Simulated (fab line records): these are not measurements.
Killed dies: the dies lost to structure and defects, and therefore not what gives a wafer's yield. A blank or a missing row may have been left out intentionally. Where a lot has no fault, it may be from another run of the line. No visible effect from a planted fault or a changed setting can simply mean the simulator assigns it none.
Which tool did it? -- flow gf180mcu -- 12 lots with 36 wafers sampled at 2 steps, on a route of 602 steps

## WHAT THE GAUGES SHOWED, per wafer
GF_SALICIDE_THK_MEAS_05: measures by xrf. Usual: SALICIDE_TIN_THK gives 19.6 nm (standard deviation 0.31).
lot,measured,on,SALICIDE_TIN_THK (nm),flag
L135,day 15 03:12,filmMetro-02,20.1 20.3 20.4,
L136,day 16 03:17,filmMetro-01,19.9 20.0 19.5,
L137,day 16 06:53,filmMetro-02,19.4 19.6 19.5,
L138,day 16 12:32,filmMetro-03,19.3 19.5 19.4,
L148,day 19 15:25,filmMetro-03,20.0 20.0 19.7,
L153,day 21 15:55,filmMetro-03,19.1 19.0 19.0,
L154,day 22 00:02,filmMetro-02,20.0 19.7 19.9,
L155,day 22 07:43,filmMetro-03,19.6 19.5 19.6,
L157,day 22 19:08,filmMetro-01,19.1 19.3 19.2,
L158,day 23 02:19,filmMetro-03,19.9 19.9 20.3,

## EACH LOT AND THE TOOL THAT RAN IT (in order: tool; ch and the chambers of the sampled wafers; start)
lot,GF_POLY_GATE_ETCH_13
L135,"rieSi-01 ch 1,2,3, day 9 06:25"
L136,"rieSi-01 ch 1,2,3, day 10 02:59"
L137,"rieSi-02 ch 0,1,2, day 10 03:20"
L138,"rieSi-02 ch 2,3, day 10 08:22"
L143,"rieSi-01 ch 0,2,3, day 11 09:46"
L144,"rieSi-01 ch 1,2, day 11 18:26"
L148,"rieSi-02 ch 2,3, day 12 20:35"
L153,"rieSi-02 ch 1,3, day 14 08:56"
L154,"rieSi-01 ch 0,1, day 14 18:58"
L155,"rieSi-01 ch 0,2, day 15 02:13"
L157,"rieSi-01 ch 1,2, day 15 15:34"
L158,"rieSi-02 ch 0,3, day 15 23:56"
- GF_POLY_GATE_ETCH_13: etches poly-Si in HBr/Cl2, stops on SiO2, target depth 198.5 nm, time 69.6 s.

## WHAT THE TOOLS THEMSELVES READ (means of the sampled wafers that have a number; where no wafer has one, the mark that the record gives instead)
GF_POLY_GATE_ETCH_13. Usual: chamberPressureMTorr 10.000 mTorr, standard deviation 0.0098; drypumpMotorCurrentA 5.5 A, standard deviation 0.33; oesProductAu 0.987 a.u., standard deviation 0.01; runLengthS 98.0 s, standard deviation 0.33; throttleValvePct 33.684 %, standard deviation 0.0087.
lot,tool,chamberPressureMTorr (mTorr),drypumpMotorCurrentA (A),oesProductAu (a.u.),runLengthS (s),throttleValvePct (%),flag
L135,rieSi-01,9.992,5.7,0.991,98.2,33.684,
L136,rieSi-01,10.003,5.7,0.985,98.0,33.678,
L137,rieSi-02,10.004,5.6,0.990,97.9,33.687,
L138,rieSi-02,9.992,5.4,0.991,98.0,33.694,
L143,rieSi-01,10.001,5.5,1.003,72.4,33.693,OFF
L144,rieSi-01,9.995,5.6,0.978,71.9,33.693,OFF
L148,rieSi-02,9.998,5.6,0.988,98.0,33.672,
L153,rieSi-02,9.993,5.9,0.982,97.8,33.684,
L154,rieSi-01,10.000,5.3,0.983,97.8,33.681,
L155,rieSi-01,9.991,5.5,0.976,98.2,33.688,
L157,rieSi-01,9.995,5.6,0.974,97.8,33.679,
L158,rieSi-02,10.000,5.7,0.997,97.8,33.685,

## THE ANSWER, worked out from the rows above alone
Rule: lot off if the mean of its wafers having a number is beyond 3 standard deviations from the usual mean. Also off: a lot with no number at a reading for which 4 or more lots have one. The other lots that the step has rows for count as sound. First the gauges in route order, then the tools' own readings, where a lot's mean is used as printed above. At the first step where some lot is off, the reading lying furthest off is the one used; lots without a number count as furthest.
Off at GF_POLY_GATE_ETCH_13 (runLengthS): L143, L144.
If a tool, at that step or one of the process steps before it, ran each lot that is off and ran no sound lot following the first of them, it fits. No candidate that was tried fits.

## WHAT THE SIMULATOR HAD PUT IN
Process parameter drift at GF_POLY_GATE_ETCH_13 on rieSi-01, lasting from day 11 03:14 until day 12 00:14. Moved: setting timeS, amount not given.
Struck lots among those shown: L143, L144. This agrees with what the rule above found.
